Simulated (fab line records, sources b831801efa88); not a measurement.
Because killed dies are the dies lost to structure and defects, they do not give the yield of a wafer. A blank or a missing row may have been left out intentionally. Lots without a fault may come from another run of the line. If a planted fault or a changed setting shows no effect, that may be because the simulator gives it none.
Which tool did it? ; flow sfq line ; 14 lots with 42 wafers sampled at 6 steps, on a route of 325 steps

WHAT EACH GAUGE READ, for each wafer
SFQ_R5_RS_MEAS_933: the measuring method here is four-point-probe. Usual: R5_MONX_RS typically reads 7.02 ohm/sq, with standard deviation 0.085.
lot;measured;on;R5_MONX_RS (ohm/sq);flag
L910;day 50 03:04;film metro-03;7.15 7.12 7.04;
L912;day 50 06:04;film metro-04;6.94 7.01 7.07;
L913;day 50 14:23;film metro-01;6.95 7.03 7.03;
L915;day 50 18:04;film metro-01;6.95 7.11 6.99;
L917;day 53 09:30;film metro-03;6.98 6.93 6.90;
L918;day 53 18:28;film metro-04;7.06 7.17 7.16;
L920;day 59 18:40;film metro-04;7.10 7.03 7.08;
L921;day 60 01:43;film metro-04;6.96 6.98 6.99;
L922;day 60 07:01;film metro-04;6.98 6.93 6.99;
L923;day 60 23:49;film metro-03;6.82 6.89 6.83;
L924;day 61 13:21;film metro-01;7.05 7.03 7.07;
L925;day 61 23:29;film metro-03;7.00 6.95 6.98;
L932;day 70 06:05;film metro-03;7.02 7.01 7.09;
L933;day 70 10:18;film metro-03;6.98 7.01 7.10;

WHAT TOOL EACH LOT RAN ON (gives the tool, then ch and the chambers of the sampled wafers, and finally the start)
lot;SFQ_TRILAYER_L0_STRIP_STRIP_009;SFQ_TRILAYER_I1_VIA_BARC_OPEN_VIA_ETCH_071;SFQ_TRILAYER_I1_VIA_ETCH_VIA_ETCH_052;SFQ_TRILAYER_M2_LITHO_EXPOSE_058;SFQ_TRILAYER_JJ_CE_STRIP_STRIP_120
L910;rie metal-04 ch 0,1, day 4 04:29;rie diel-02 ch 0,1, day 15 16:42;rie diel-02 ch 0,1, day 15 16:44;krf scanner-01 ch 0, day 16 15:55;rie metal-03 ch 0,1, day 43 10:59
L912;rie metal-04 ch 0,1, day 4 17:41;rie diel-03 ch 0,2,3, day 16 12:39;rie diel-03 ch 0,2,3, day 16 12:41;krf scanner-01 ch 0, day 17 06:19;rie metal-04 ch 0, day 43 16:55
L913;rie metal-01 ch 0,1, day 4 23:41;rie diel-01 ch 0,1, day 16 18:39;rie diel-01 ch 0,1, day 16 18:41;krf scanner-01 ch 0, day 17 12:19;rie metal-03 ch 0,1, day 43 18:07
L915;rie metal-04 ch 0,1, day 5 10:29;rie diel-02 ch 0,2,3, day 17 21:03;rie diel-02 ch 0,2,3, day 17 21:05;krf scanner-01 ch 0, day 18 13:54;rie metal-03 ch 0,1, day 45 20:50
L917;rie metal-03 ch 0,1, day 5 21:29;rie diel-03 ch 1,2, day 18 17:50;rie diel-03 ch 1,2, day 18 17:52;krf scanner-01 ch 0, day 19 09:42;rie metal-04 ch 0,1, day 52 15:43
L918;rie metal-03 ch 0,1, day 6 04:29;rie diel-01 ch 0,1,3, day 19 02:14;rie diel-01 ch 0,1,3, day 19 02:16;krf scanner-01 ch 0, day 19 17:42;rie metal-01 ch 0,1, day 52 22:35
L920;rie metal-01 ch 0,1, day 6 18:26;rie diel-03 ch 0,1,2, day 20 03:26;rie diel-03 ch 0,1,2, day 20 03:28;krf scanner-01 ch 0, day 20 18:48;rie metal-01 ch 0,1, day 59 09:22
L921;rie metal-04 ch 0,1, day 6 22:02;rie diel-02 ch 0,1,3, day 20 10:38;rie diel-02 ch 0,1,3, day 20 10:40;krf scanner-01 ch 0, day 21 20:59;rie metal-04 ch 0,1, day 59 16:34
L922;rie metal-03 ch 0,1, day 7 00:26;rie diel-03 ch 1,2,3, day 20 11:50;rie diel-03 ch 1,2,3, day 20 11:52;krf scanner-01 ch 0, day 22 00:23;rie metal-01 ch 0,1, day 59 20:40
L923;rie metal-01 ch 0,1, day 7 06:14;rie diel-01 ch 0,2,3, day 20 19:08;rie diel-01 ch 0,2,3, day 20 19:10;krf scanner-01, day 22 07:35;rie metal-01 ch 0,1, day 60 12:35
L924;rie metal-03 ch 0,1, day 7 12:14;rie diel-01 ch 0,3, day 21 17:31;rie diel-01 ch 0,3, day 21 17:34;krf scanner-01, day 23 02:47;rie metal-03 ch 0,1, day 61 04:41
L925;rie metal-01 ch 0,1, day 7 18:14;rie diel-02 ch 0,3, day 22 07:55;rie diel-02 ch 0,3, day 22 07:58;krf scanner-01 ch 0, day 23 13:20;rie metal-03 ch 0,1, day 61 14:59
L932;rie metal-03 ch 0,1, day 9 12:14;rie diel-02 ch 0,2,3, day 24 23:50;rie diel-02 ch 0,2,3, day 24 23:53;krf scanner-01 ch 0, day 26 09:07;rie metal-03 ch 0,1, day 64 05:38
L933;rie metal-04 ch 0,1, day 9 18:14;rie diel-01 ch 1,2,3, day 25 08:14;rie diel-01 ch 1,2,3, day 25 08:17;krf scanner-01 ch 0, day 26 16:31;rie metal-01 ch 1, day 64 08:02
- SFQ_TRILAYER_L0_STRIP_STRIP_009: strips in O2.
- SFQ_TRILAYER_I1_VIA_BARC_OPEN_VIA_ETCH_071: etches BARC in O2, target depth 125 nm, time 41.7 s.
- SFQ_TRILAYER_I1_VIA_ETCH_VIA_ETCH_052: etches SiO2 in CHF3, stops on Nb, target depth 260 nm.
- SFQ_TRILAYER_M2_LITHO_EXPOSE_058: exposes mask M2, target cd 500 nm.
- SFQ_TRILAYER_JJ_CE_STRIP_STRIP_120: strips in O2.

WHAT THE TOOLS THEMSELVES READ (means of the sampled wafers that have a number; where no wafer has one, the mark that the record gives instead)
SFQ_TRILAYER_L0_STRIP_STRIP_009. Usual: drypump motor current A 5.53 A, standard deviation 0.18; he backside leak sccm 3.45 sccm, standard deviation 0.24; oes product au 0.999 a.u., standard deviation 0.012.
lot;tool;drypump motor current A (A);he backside leak sccm (sccm);oes product au (a.u.);flag
L910;rie metal-04;5.56;3.62;0.994;
L912;rie metal-04;5.58;3.47;0.987;
L913;rie metal-01;5.45;3.39;1.002;
L915;rie metal-04;5.59;3.53;0.993;
L917;rie metal-03;5.37;3.49;1.001;
L918;rie metal-03;5.60;3.29;1.011;
L920;rie metal-01;5.52;3.39;1.008;
L921;rie metal-04;5.58;3.84;0.988;
L922;rie metal-03;5.59;3.36;1.007;
L923;rie metal-01;5.54;3.43;1.004;
L924;rie metal-03;5.59;3.34;0.998;
L925;rie metal-01;5.47;3.45;1.009;
L932;rie metal-03;5.60;3.32;1.014;
L933;rie metal-04;5.57;3.70;0.986;

SFQ_TRILAYER_I1_VIA_BARC_OPEN_VIA_ETCH_071. Usual: bias w 80.00 W, standard deviation 0.26; chamber pressure mTorr 30.005 mTorr, standard deviation 0.025; drypump motor current A 5.8 A, standard deviation 0.49; oes product au 0.685 a.u., standard deviation 0.0048.
lot;tool;bias w (W);chamber pressure mTorr (mTorr);drypump motor current A (A);oes product au (a.u.);flag
L910;rie diel-02;80.23;30.013;6.2;0.684;
L912;rie diel-03;80.09;30.009;5.3;0.684;
L913;rie diel-01;79.88;30.015;5.6;0.689;
L915;rie diel-02;80.04;30.014;5.9;0.687;
L917;rie diel-03;80.12;30.012;5.9;0.680;
L918;rie diel-01;79.85;30.022;5.5;0.684;
L920;rie diel-03;79.79;30.015;5.4;0.684;
L921;rie diel-02;80.16;29.987;6.0;0.683;
L922;rie diel-03;79.91;30.007;5.8;0.684;
L923;rie diel-01;-;-;-;-;OFF
L924;rie diel-01;-;-;-;-;OFF
L925;rie diel-02;79.85;29.991;5.9;0.685;
L932;rie diel-02;80.06;30.024;5.9;0.684;
L933;rie diel-01;79.97;29.994;5.5;0.684;

SFQ_TRILAYER_I1_VIA_ETCH_VIA_ETCH_052. Usual: bias w 79.98 W, standard deviation 0.24; chamber pressure mTorr 30.001 mTorr, standard deviation 0.03; drypump motor current A 5.8 A, standard deviation 0.49; oes product au 0.854 a.u., standard deviation 0.0053.
lot;tool;bias w (W);chamber pressure mTorr (mTorr);drypump motor current A (A);oes product au (a.u.);flag
L910;rie diel-02;79.65;30.021;6.3;0.850;
L912;rie diel-03;80.00;30.013;5.3;0.857;
L913;rie diel-01;80.05;29.972;5.6;0.855;
L915;rie diel-02;80.04;30.007;5.9;0.858;
L917;rie diel-03;79.87;30.018;5.9;0.856;
L918;rie diel-01;80.04;30.000;5.5;0.852;
L920;rie diel-03;80.14;30.000;5.4;0.851;
L921;rie diel-02;79.77;29.980;6.0;0.848;
L922;rie diel-03;80.11;29.978;5.8;0.853;
L923;rie diel-01;79.88;29.998;5.9;0.375;OFF
L924;rie diel-01;79.97;29.992;5.9;0.376;OFF
L925;rie diel-02;80.00;29.990;5.9;0.852;
L932;rie diel-02;79.99;30.005;5.9;0.853;
L933;rie diel-01;80.12;30.003;5.5;0.857;

SFQ_TRILAYER_M2_LITHO_EXPOSE_058. Usual: exposure dose mJ cm2 14.399, standard deviation 0.012; focus offset nm -0.1 nm, standard deviation 0.54.
lot;tool;exposure dose mJ cm2;focus offset nm (nm);flag
L910;krf scanner-01;14.407;-0.1;
L912;krf scanner-01;14.396;0.2;
L913;krf scanner-01;14.398;-0.3;
L915;krf scanner-01;14.398;-0.5;
L917;krf scanner-01;14.391;-0.1;
L918;krf scanner-01;14.398;-0.0;
L920;krf scanner-01;14.401;0.5;
L921;krf scanner-01;14.414;0.4;
L922;krf scanner-01;14.400;-0.7;
L923;krf scanner-01;-;-;OFF
L924;krf scanner-01;-;-;OFF
L925;krf scanner-01;14.380;-0.1;
L932;krf scanner-01;14.395;-0.4;
L933;krf scanner-01;14.395;-0.5;

SFQ_TRILAYER_JJ_CE_STRIP_STRIP_120. Usual: drypump motor current A 5.52 A, standard deviation 0.2; he backside leak sccm 3.5 sccm, standard deviation 0.35; oes product au 1.000 a.u., standard deviation 0.0094.
lot;tool;drypump motor current A (A);he backside leak sccm (sccm);oes product au (a.u.);flag
L910;rie metal-03;5.37;3.4;1.016;
L912;rie metal-04;5.59;3.6;1.000;
L913;rie metal-03;5.39;3.4;1.006;
L915;rie metal-03;5.60;3.3;1.009;
L917;rie metal-04;5.57;3.7;1.001;
L918;rie metal-01;5.50;3.6;1.000;
L920;rie metal-01;5.46;3.5;0.997;
L921;rie metal-04;5.58;3.3;0.996;
L922;rie metal-01;5.52;3.5;0.995;
L923;rie metal-01;5.45;3.4;0.992;
L924;rie metal-03;5.36;3.6;1.003;
L925;rie metal-03;5.39;3.5;1.009;
L932;rie metal-03;5.59;3.3;1.000;
L933;rie metal-01;5.58;3.4;1.002;

THE ANSWER, worked out from the rows above alone
Rule: a lot is off if the mean of its wafers that have a number lies more than 3 standard deviations from the usual mean. A lot without any number at a reading at which 4 lots or more have one is off too. Any other lot the step has rows for is counted as sound. First the gauges in route order, then the tools' own readings, where a lot's mean is used as printed above. At the first step where some lot is off, the reading lying furthest off is the one used; lots without a number count as furthest.
Off: L923, L924, at SFQ_TRILAYER_I1_VIA_BARC_OPEN_VIA_ETCH_071 (bias w). Without a number there: L923, L924.
A tool fits if, at that step or a process step before it, it ran every lot that is off, and no sound lot after the first of them. No candidate that was tried fits.

WHAT WAS PUT IN BY THE SIMULATOR
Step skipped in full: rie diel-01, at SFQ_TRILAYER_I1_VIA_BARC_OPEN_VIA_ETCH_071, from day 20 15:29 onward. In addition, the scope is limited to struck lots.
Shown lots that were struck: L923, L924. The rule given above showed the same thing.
